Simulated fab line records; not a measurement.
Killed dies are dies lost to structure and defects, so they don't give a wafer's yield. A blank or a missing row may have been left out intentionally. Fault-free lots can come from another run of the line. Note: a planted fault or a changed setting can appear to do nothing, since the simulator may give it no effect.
Problem report in the 8D (eight disciplines) form, filled by code	flow gf180mcu	the parts of the form that need people (team, actions taken, sign-off) are left out

## 1. WHAT IS WRONG
Across 3 wafers from 2 lots, SALICIDE_TIN_RS at GF_SALICIDE_RS_MEAS_04 averages 18.6 ohm/sq, while fault-free wafers read 16.4 ohm/sq with a standard deviation of 0.31. That is +7.0 standard deviations from the usual mean.
The step: measures by four-point-probe.
Seen first at day 21 23:34 on filmMetro-03, wafer L278.5. Wafers with a number at this step in the record: 39, from 13 lots. Rule for "out" (also "out of limits"): further than 4 standard deviations from the usual mean. The rest of the wafers with a number are treated as sound.

## 2. WHAT THIS IS AND IS NOT
question	is	is not
which readings at this step	SALICIDE_TIN_RS	-
which lots	L278, L279	L261, L262, L265, L267, L268, L269, L270, L271, L280, L281, L282
which wafers of those lots	L278.5, L278.6, L279.6	L278.3, L279.1, L279.2
read on which gauges	filmMetro-01, filmMetro-03	filmMetro-04
when	from day 21 23:34	up to then (25 sound wafers); but 11 sound wafers of L279, L280, L281, L282 came after

## 3. WHAT RULES OUT EACH SUSPECT
Counting: if a tool at a process step up to the reading ran every lot that is out, it stays a suspect. Sound lots after the first of them don't rule it out here, since some wafers of a struck lot are sound.
- the gauge at GF_SALICIDE_RS_MEAS_04 has been ruled out. The wafers that are out were read on 2 gauges (filmMetro-01, filmMetro-03).
- pvdSputter-04 at GF_SALICIDE_SPUTTER_02 (material Co, target thk 10 nm, time 20 s): kept. Ran every lot that is out, first one L278 (day 21 23:29); last sound lot up to then L267 (day 17 04:01).
The count leaves pvdSputter-04 at GF_SALICIDE_SPUTTER_02.

## 4. THE CAUSE (what the simulator had put in)
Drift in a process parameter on pvdSputter-04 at GF_SALICIDE_SPUTTER_02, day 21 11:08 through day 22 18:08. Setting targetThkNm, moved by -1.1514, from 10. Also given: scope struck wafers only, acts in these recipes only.
After counting, this tool was the only one left.

## 5. SEQUENCE OF EFFECTS, ordered by route
Rows list readings where the struck wafers' mean (over those with a number) sits beyond 3 standard deviations from the usual. Scope: only readings with a usual standard deviation given in the record; hours: median across lots of the time from each lot's start at the first step in this table that gives one to its start at this step; sigmas: change in usual standard deviations.
hours	step	reading	usual	on struck wafers	change	sigmas
0	GF_SALICIDE_RS_MEAS_04	SALICIDE_TIN_RS	16.4 ohm/sq	18.6	+2.2	+7.0
Later steps that measure or inspect, where all struck wafers having a row at the step show a number for every such reading and not one has moved that far: GF_CONTACT_OVL_MEAS_15.

## 6. HOW IT WOULD HAVE BEEN CAUGHT EARLIER
12 hours passed between the start of the fault at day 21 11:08 and the first reading out of limits at a measuring or inspecting step in this record, taken at day 21 23:34.
Tool readings at GF_SALICIDE_SPUTTER_02 with a usual standard deviation given in the record: none out on any struck wafer, hence no alarm at a limit of 4 standard deviations on them.
L279, from the lots that are out (2), started GF_SALICIDE_SPUTTER_02 on pvdSputter-04 later than day 21 23:34. Putting the tool on hold at that point would have spared it.
